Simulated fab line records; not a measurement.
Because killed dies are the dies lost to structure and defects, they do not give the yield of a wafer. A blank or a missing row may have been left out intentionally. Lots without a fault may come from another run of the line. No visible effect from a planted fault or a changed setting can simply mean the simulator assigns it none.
Which tool was responsible?	flow sky130	14 lots with 42 wafers sampled at 6 steps, on a route of 708 steps

## WHAT THE GAUGES READ, wafer by wafer
SKY_FIELD_ISO_BOW_MEAS_00. Usual: INCOMING_BOW typically reads 0 um, with standard deviation 6.2.
lot	measured	on	INCOMING_BOW (um)	flag
L456	day 1 10:00	film-metro-03	8 -6 1	
L457	day 1 15:00	film-metro-03	-5 -6 7	
L459	day 2 01:00	film-metro-04	7 1 -4	
L460	day 2 06:01	film-metro-01	8 5 9	
L461	day 2 11:01	film-metro-01	5 3 12	
L462	day 2 16:00	film-metro-01	3 -5 -3	
L463	day 2 21:04	film-metro-04	-8 -3 13	
L464	day 3 02:00	film-metro-01	4 5 0	
L466	day 3 12:01	film-metro-04	4 -2 4	
L467	day 3 17:02	film-metro-04	12 -4 1	
L468	day 3 22:00	film-metro-01	-1 -2 -1	
L470	day 4 08:00	film-metro-04	5 -7 -4	
L474	day 5 04:00	film-metro-03	-3 6 10	
L476	day 5 14:00	film-metro-04	-15 -2 1	

SKY_DNWELL_TW_MEAS_09. Usual: DNWELL_TW typically reads 1105, with standard deviation 11.
lot	measured	on	DNWELL_TW	flag
L456	day 3 04:39	film-metro-02	1074 1084 1085	
L457	day 3 10:49	film-metro-02	1093 1091 1094	
L459	day 3 23:38	film-metro-01	1095 1099 1102	
L460	day 4 01:29	film-metro-01	1104 1108 1113	
L461	day 4 05:48	film-metro-03	1110 1115 1113	
L462	day 4 14:14	film-metro-01	1111 1113 1119	
L463	day 4 19:46	film-metro-03	1120 1109 1113	
L464	day 4 22:05	film-metro-01	1110 1115 1112	
L466	day 5 10:37	film-metro-02	1092 1098 1096	
L467	day 5 16:18	film-metro-03	1109 1115 1110	
L468	day 5 19:48	film-metro-01	1113 1111 1110	
L470	day 6 08:46	film-metro-03	1113 1111 1113	
L474	day 7 03:14	film-metro-03	1113 1111 1109	
L476	day 7 18:53	film-metro-02	1101 1086 1094	

SKY_NWELL_OVL_MEAS_10. Usual: NWELL_00_OVL typically reads 0.1 nm, with standard deviation 1.5.
lot	measured	on	NWELL_00_OVL (nm)	flag
L456	day 4 14:04	overlay-02	0.7 1.8 0.5	
L457	day 4 19:28	overlay-01	-3.1 -2.4 0.0	
L459	day 5 09:52	overlay-01	0.4 -0.5 0.6	
L460	day 5 13:10	overlay-01	-1.7 -2.2 -1.6	
L461	day 5 17:23	overlay-02	-0.3 -2.0 -2.1	
L462	day 6 02:25	overlay-01	-0.5 -1.3 0.5	
L463	day 6 08:11	overlay-02	0.6 -3.0 -0.9	
L464	day 6 09:59	overlay-01	0.5 -0.6 2.4	
L466	day 6 23:35	overlay-02	0.0 1.5 2.4	
L467	day 7 06:11	overlay-02	1.3 3.2 -0.3	
L468	day 7 09:56	overlay-02	1.1 2.1 1.9	
L470	day 8 00:13	overlay-01	-1.3 -0.9 0.1	
L474	day 8 19:16	overlay-02	1.0 - -	
L476	day 9 12:55	overlay-01	2.0 - -	

SKY_NWELL_TW_MEAS_15. Usual: NWELL_TW typically reads 1805, with standard deviation 18.
lot	measured	on	NWELL_TW	flag
L456	day 4 14:41	film-metro-01	1810 1819 1814	
L457	day 4 20:11	film-metro-01	1823 1811 1830	
L459	day 5 10:27	film-metro-03	1835 1837 1836	
L460	day 5 13:46	film-metro-02	1781 1785 1771	
L461	day 5 17:58	film-metro-03	1810 1817 1812	
L462	day 6 03:01	film-metro-03	1804 1805 1808	
L463	day 6 08:47	film-metro-02	1791 1788 1776	
L464	day 6 10:35	film-metro-03	1799 1805 1806	
L466	day 7 00:10	film-metro-02	1787 1790 1794	
L467	day 7 06:47	film-metro-03	1812 1805 1808	
L468	day 7 10:32	film-metro-03	1804 1802 1804	
L470	day 8 00:48	film-metro-02	1772 1772 1777	
L474	day 8 19:51	film-metro-03	1821 30 30	OFF
L476	day 9 13:30	film-metro-03	1814 30 30	OFF

SKY_VT_ADJUST_HVTP_OVL_MEAS_08. Usual: VT_ADJUST_HVTP_OVL typically reads 0.6 nm, with standard deviation 1.6.
lot	measured	on	VT_ADJUST_HVTP_OVL (nm)	flag
L456	day 6 03:23	overlay-02	2.7 3.8 2.9	
L457	day 6 09:27	overlay-01	-0.1 2.0 0.1	
L459	day 6 23:59	overlay-02	2.1 1.2 1.8	
L460	day 7 04:38	overlay-01	-1.3 -0.7 -0.4	
L461	day 7 07:40	overlay-02	0.0 3.5 1.5	
L462	day 7 17:26	overlay-02	3.0 2.2 2.8	
L463	day 8 00:33	overlay-02	1.3 0.6 -0.6	
L464	day 8 02:20	overlay-02	1.9 3.1 2.9	
L466	day 8 15:53	overlay-01	-2.1 -0.1 0.0	
L467	day 9 00:22	overlay-01	0.0 0.1 -0.5	
L468	day 9 03:12	overlay-02	-1.8 0.2 0.2	
L470	day 9 19:59	overlay-02	1.9 2.3 0.7	
L474	day 10 15:29	overlay-01	0.6 -0.3 0.5	
L476	day 11 11:02	overlay-01	-1.4 -0.8 1.4	

## WHICH TOOL RAN EACH LOT (tool, then ch and the chambers of the sampled wafers, then the start)
lot	SKY_NWELL_DEVELOP_09
L456	litho-track-01 ch 0, day 4 13:00
L457	litho-track-03 ch 0, day 4 19:00
L459	litho-track-01 ch 0, day 5 09:00
L460	litho-track-01 ch 0, day 5 13:00
L461	litho-track-03 ch 0, day 5 17:00
L462	litho-track-03 ch 0, day 6 02:00
L463	litho-track-01 ch 0, day 6 08:00
L464	litho-track-02 ch 0, day 6 09:00
L466	litho-track-03 ch 0, day 6 23:00
L467	litho-track-03 ch 0, day 7 06:00
L468	litho-track-02 ch 0, day 7 09:00
L470	litho-track-01 ch 0, day 8 00:00
L474	litho-track-01 ch 0, day 8 19:00
L476	litho-track-01 ch 0, day 9 12:00
- SKY_NWELL_DEVELOP_09: develop time 60 s.

## AS READ BY THE TOOLS THEMSELVES (means over the sampled wafers that have a number; for cases with no such wafer, the mark the record gives instead)
The record holds no such reading with a usual standard deviation.

## THE ANSWER, worked out from the rows above alone
Rule: lot off if the mean of its wafers having a number is beyond 3 standard deviations from the usual mean. A lot without any number at a reading at which 4 lots or more have one is off too. Where the step has rows for the other lots, those lots are counted as sound. The gauges are gone through in route order, then the tools' own readings, and for those a lot's mean is taken as printed above. The first step at which some lot is off is used, and at that step the reading that is off furthest; a lot without a number counts as furthest.
Off: L474, L476, seen at SKY_NWELL_TW_MEAS_15 (NWELL_TW).
A tool fits if, at a process step before that reading, it ran every lot that is off, and no sound lot after the first of them. The gauges at SKY_NWELL_TW_MEAS_15 are tried like those tools. 2 tools fit, litho-track-01 at SKY_NWELL_DEVELOP_09 and film-metro-03 at SKY_NWELL_TW_MEAS_15, so this cannot tell which one it is.

## WHAT WAS PUT IN BY THE SIMULATOR
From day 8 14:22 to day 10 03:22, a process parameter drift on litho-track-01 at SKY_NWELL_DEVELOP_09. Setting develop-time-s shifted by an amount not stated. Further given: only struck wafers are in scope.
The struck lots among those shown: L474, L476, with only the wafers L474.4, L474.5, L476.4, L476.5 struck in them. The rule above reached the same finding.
